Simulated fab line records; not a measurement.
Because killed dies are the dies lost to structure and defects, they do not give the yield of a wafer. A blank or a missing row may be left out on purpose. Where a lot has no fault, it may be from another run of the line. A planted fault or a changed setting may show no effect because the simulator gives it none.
fab line records    flow sky130    part 2 of 2: steps 28 to 39 of 39
[record] lots = 5  wafers = 15  last-day = 50
route steps=708 shown VT_ADJUST_LVTN@104 VT_ADJUST_NCORE@119 VT_ADJUST_HVTR@131
lots with no fault: from the same line, run without faults
start-h: start of the lot's first displayed wafer, in hours after the record's first day    wait-h: hours since the lot's step before    " as in the row above    L1.1+2: a row that stands for several wafers    - no value, or no start given    * or withheld: withheld    < > ~ a bound
route shown NAME@n: a module of which the file shows steps, and the number in the route of the first    usual: mean and standard deviation over wafers with no fault    same: alike in all rows    chamber/n: place in a boat    sites: per-site readings    _std_site: standard deviation of those values    _edge_site: outer sites' mean less inner sites'    radius-mm: how far each site lies from the wafer's centre    mask NAME#n: copy n    behind: the tool/chamber that last shaped the wafer    hold: reason for holding the lot/hours on hold/outcome of the hold    device: the transistor (n, p or np) that didn't switch    end of line: the tests these same wafers got at the end of their route    a step without rows: its recipe alone    killed: dies lost to structure and defects at the first sort, not the wafer's yield    map: the dies of a wafer, with x for killed, . for not killed, _ for no die there
set.NAME: the setting the step ran with; set.NAME@STEP: the setting that earlier step ran with    model.NAME: the simulator's own value behind a step, which no gauge read
certain route steps with their lots: each step a table, each wafer a row
services: the hour from which a tool's chamber was out of use, counted from the record's first day as start-h (under 0 if before that day), plus the number of hours and why
[[steps]]
[step SKY_VT_ADJUST_HVTR_DEHYDRATE_00]
[recipe] temp-c = 200  time-s = 60
[usual] heater-power-total-W = 160.37/0.12
[same] time-s = 60
lot.wafer  tool            chamber  start-h  wait-h  heater-power-total-W
L077.2     litho-track-01  0        212.78   10.5    160.34
L077.3     "               0        "        "       160.38
L077.4     "               0        "        "       160.60
L082.1     litho-track-03  0        251.48   10.8    160.48
L082.4     "               0        "        "       160.38
L082.6     "               0        "        "       160.35
L087.1     litho-track-01  0        292.41   12.5    160.33
L087.2     "               0        "        "       160.26
L087.4     "               0        "        "       160.57
L089.3     litho-track-04  0        302.56   12.4    160.39
L089.5     "               0        "        "       160.21
L089.6     "               0        "        "       160.22
L094.1     litho-track-03  0        344.43   12.8    160.52
L094.2     "               0        "        "       160.37
L094.6     "               0        "        "       160.40
[step SKY_VT_ADJUST_HVTR_HMDS_01]
[recipe] prime-time-s = 60  prime-temp-c = 120
lot.wafer   tool            chamber  start-h  wait-h
L077.2+3+4  litho-track-01  0        212.93   0.1
L082.1+4+6  litho-track-03  0        251.63   0.1
L087.1+2+4  litho-track-01  0        292.56   0.1
L089.3+5+6  litho-track-04  0        302.71   0.1
L094.1+2+6  litho-track-03  0        344.58   0.1
[step SKY_VT_ADJUST_HVTR_COAT_02]
[recipe] resist = NOVOLAK  spin-rpm = 3000  resist-thk-nm = 1140
lot.wafer   tool            chamber  start-h  wait-h
L077.2+3+4  litho-track-01  0        213.08   0.1
L082.1+4+6  litho-track-03  0        251.78   0.1
L087.1+2+4  litho-track-01  0        292.71   0.1
L089.3+5+6  litho-track-04  0        302.86   0.1
L094.1+2+6  litho-track-03  0        344.73   0.1
[step SKY_VT_ADJUST_HVTR_SOFTBAKE_03]
[recipe] temp-c = 90  time-s = 60  resist = NOVOLAK
[usual] heater-power-total-W = 56.60/0.045
[same] time-s = 60
lot.wafer  tool            chamber  start-h  wait-h  heater-power-total-W
L077.2     litho-track-01  0        213.23   0.1     56.55
L077.3     "               0        "        "       56.66
L077.4     "               0        "        "       56.56
L082.1     litho-track-03  0        251.93   0.1     56.56
L082.4     "               0        "        "       56.67
L082.6     "               0        "        "       56.65
L087.1     litho-track-01  0        292.86   0.1     56.62
L087.2     "               0        "        "       56.58
L087.4     "               0        "        "       56.69
L089.3     litho-track-04  0        303.01   0.1     56.60
L089.5     "               0        "        "       56.51
L089.6     "               0        "        "       56.58
L094.1     litho-track-03  0        344.88   0.1     56.61
L094.2     "               0        "        "       56.61
L094.6     "               0        "        "       56.67
[step SKY_VT_ADJUST_HVTR_EXPOSE_04]
[recipe] mask-id = HVTRM  target-cd-nm = 380  na = 0.6  source-shape = conventional  sigma-outer = 0.6  dose-mj = 150
[usual] reticle-temp-C = 22.98/0.096
lot.wafer  tool              chamber  start-h  wait-h  mask     reticle-temp-C
L077.2     iline-stepper-02  0        -        -       HVTRM#0  22.89
L077.3     "                 0        "        "       HVTRM#0  22.96
L077.4     "                 0        "        "       HVTRM#0  22.99
L082.1     iline-stepper-02  0        -        -       HVTRM#0  23.10
L082.4     "                 0        "        "       HVTRM#0  23.16
L082.6     "                 0        "        "       HVTRM#0  23.06
L087.1     iline-stepper-01  0        -        -       HVTRM#0  23.00
L087.2     "                 0        "        "       HVTRM#0  23.13
L087.4     "                 0        "        "       HVTRM#0  23.00
L089.3     iline-stepper-01  0        -        -       HVTRM#0  23.01
L089.5     "                 0        "        "       HVTRM#0  23.08
L089.6     "                 0        "        "       HVTRM#0  22.98
L094.1     iline-stepper-01  0        -        -       HVTRM#0  23.07
L094.2     "                 0        "        "       HVTRM#0  23.10
L094.6     "                 0        "        "       HVTRM#0  23.03
[step SKY_VT_ADJUST_HVTR_PEB_05]
[recipe] temp-c = withheld  time-s = *  resist = NOVOLAK
[same] time-s = *
lot.wafer   tool            chamber  start-h  wait-h
L077.2+3+4  litho-track-04  0        -        -
L082.1+4+6  litho-track-01  0        -        -
L087.1+2+4  litho-track-04  0        -        -
L089.3+5+6  litho-track-01  0        -        -
L094.1+2+6  litho-track-04  0        -        -
[step SKY_VT_ADJUST_HVTR_DEVELOP_06]
[recipe] develop-time-s = 60  dev-temp-c = 23
lot.wafer   tool            chamber  start-h  wait-h
L077.2+3+4  litho-track-04  0        223.88   0.1
L082.1+4+6  litho-track-01  0        264.56   0.1
L087.1+2+4  litho-track-04  0        305.66   0.1
L089.3+5+6  litho-track-01  0        315.76   0.1
L094.1+2+6  litho-track-04  0        358.76   0.1
[step SKY_VT_ADJUST_HVTR_CD_MEAS_07]
[recipe] target-cd-nm = 380
[usual] cd-nm = 380.0/2.7
lot.wafer  tool       chamber  start-h  wait-h  cd-nm
L077.2     cd-sem-02  -        224.03   0.1     381.7
L077.3     "          -        "        "       381.4
L077.4     "          -        "        "       382.9
L082.1     cd-sem-01  -        264.71   0.1     382.6
L082.4     "          -        "        "       383.7
L082.6     "          -        "        "       380.6
L087.1     cd-sem-02  -        305.81   0.1     380.2
L087.2     "          -        "        "       379.7
L087.4     "          -        "        "       380.6
L089.3     cd-sem-02  -        315.90   0.1     373.4
L089.5     "          -        "        "       373.7
L089.6     "          -        "        "       374.3
L094.1     cd-sem-01  -        358.91   0.1     379.7
L094.2     "          -        "        "       381.2
L094.6     "          -        "        "       378.7
[step SKY_VT_ADJUST_HVTR_OVL_MEAS_08]
[usual] VT_ADJUST_HVTR_OVL = 0.3/1.5
lot.wafer  tool        chamber  start-h  wait-h  VT_ADJUST_HVTR_OVL[nm]
L077.2     overlay-02  -        224.13   0.1     0.0
L077.3     "           -        "        "       -0.4
L077.4     "           -        "        "       1.0
L082.1     overlay-01  -        264.83   0.1     0.9
L082.4     "           -        "        "       0.7
L082.6     "           -        "        "       1.1
L087.1     overlay-01  -        305.93   0.1     1.8
L087.2     "           -        "        "       0.3
L087.4     "           -        "        "       -0.3
L089.3     overlay-02  -        315.99   0.1     0.9
L089.5     "           -        "        "       0.6
L089.6     "           -        "        "       1.6
L094.1     overlay-02  -        359.03   0.1     1.0
L094.2     "           -        "        "       0.5
L094.6     "           -        "        "       -0.3
[step SKY_VT_ADJUST_HVTR_IMPLANT_09]
[recipe] species = B  energy-kev = 10  dose-cm2 = 2.1e+12  tilt-deg = withheld
lot.wafer   tool          chamber  start-h  wait-h
L077.2+3+4  implanter-04  0        224.19   0.0
L082.1+4+6  implanter-04  0        264.86   0.0
L087.1+2+4  implanter-01  0        305.96   0.0
L089.3+5+6  implanter-04  0        316.06   0.1
L094.1+2+6  implanter-04  0        359.06   0.0
[step SKY_VT_ADJUST_HVTR_STRIP_10]
[recipe] chemistry = O2/N2  power-w = 1400  pressure-mtorr = 1500  platen-temp-c = withheld  o2-flow-sccm = 3000  n2-flow-sccm = 300  overash-fraction = 0.5
[usual] drypump-motor-current-A = 5.7/0.57  n2-flow-sccm = 299.9/0.93  oes-product-au = 0.715/0.0042  strip-time-to-endpoint-s = 14.20/0.039
lot.wafer  tool             chamber  start-h  wait-h  drypump-motor-current-A  n2-flow-sccm  oes-product-au  rf-hours-counter-h  strip-time-to-endpoint-s
L077.2     plasma-asher-01  0        224.31   0.1     6.7                      299.6         0.713           11                  14.16
L077.3     "                1        "        "       5.8                      301.2         0.715           -                   14.16
L077.4     "                0        "        "       6.8                      299.4         0.716           -                   14.16
L082.1     plasma-asher-02  0        265.01   0.1     5.3                      298.8         0.715           45                  14.18
L082.4     "                0        "        "       5.3                      300.0         0.715           -                   14.20
L082.6     "                1        "        "       5.1                      300.9         0.713           -                   14.20
L087.1     plasma-asher-01  0        306.11   0.1     6.7                      299.3         0.712           20                  14.28
L087.2     "                1        "        "       5.8                      301.1         0.722           20                  14.29
L087.4     "                1        "        "       5.8                      300.3         0.708           -                   14.27
L089.3     plasma-asher-03  1        316.20   0.1     5.2                      298.9         0.725           -                   14.19
L089.5     "                1        "        "       5.3                      298.9         0.723           -                   14.16
L089.6     "                0        "        "       5.6                      300.8         0.727           -                   14.17
L094.1     plasma-asher-03  1        359.21   0.1     5.3                      298.9         0.712           70                  14.23
L094.2     "                0        "        "       5.6                      299.8         0.711           70                  14.21
L094.6     "                1        "        "       5.3                      300.9         0.716           -                   14.20
[step SKY_VT_ADJUST_HVTR_TW_MEAS_11]
[usual] VT_ADJUST_HVTR_TW = 209.4/1
lot.wafer  tool           chamber  start-h  wait-h  VT_ADJUST_HVTR_TW
L077.2     film-metro-01  -        224.42   0.1     210.6
L077.3     "              -        "        "       209.4
L077.4     "              -        "        "       209.0
L082.1     film-metro-04  -        265.11   0.1     210.2
L082.4     "              -        "        "       210.3
L082.6     "              -        "        "       210.3
L087.1     film-metro-01  -        306.21   0.1     210.4
L087.2     "              -        "        "       210.2
L087.4     "              -        "        "       210.2
L089.3     film-metro-04  -        316.28   0.1     208.4
L089.5     "              -        "        "       209.3
L089.6     "              -        "        "       208.4
L094.1     film-metro-03  -        359.31   0.1     210.0
L094.2     "              -        "        "       209.2
L094.6     "              -        "        "       209.4
[[services]]
tool              chamber  start-h  hours  kind
plasma-asher-04   -        144.89   28.1   pm
iline-stepper-01  -        164.70   1.5    repair
implanter-02      -        188.76   2.9    repair
implanter-04      -        202.04   4.4    pm
plasma-asher-03   -        204.81   2.8    pm
iline-stepper-02  -        237.98   10.5   repair
iline-stepper-02  -        248.51   1.7    pm
iline-stepper-02  0        249.30   -      calibration
iline-stepper-01  -        257.92   1.7    pm
plasma-asher-03   -        264.34   5.6    repair
iline-stepper-01  0        266.75   -      calibration
plasma-asher-02   -        285.37   3.1    repair
plasma-asher-04   -        287.35   3.8    repair
plasma-asher-02   -        297.92   4.2    repair
plasma-asher-01   -        309.62   1.1    repair
iline-stepper-01  -        312.72   6.3    repair
implanter-04      -        349.46   3.4    repair
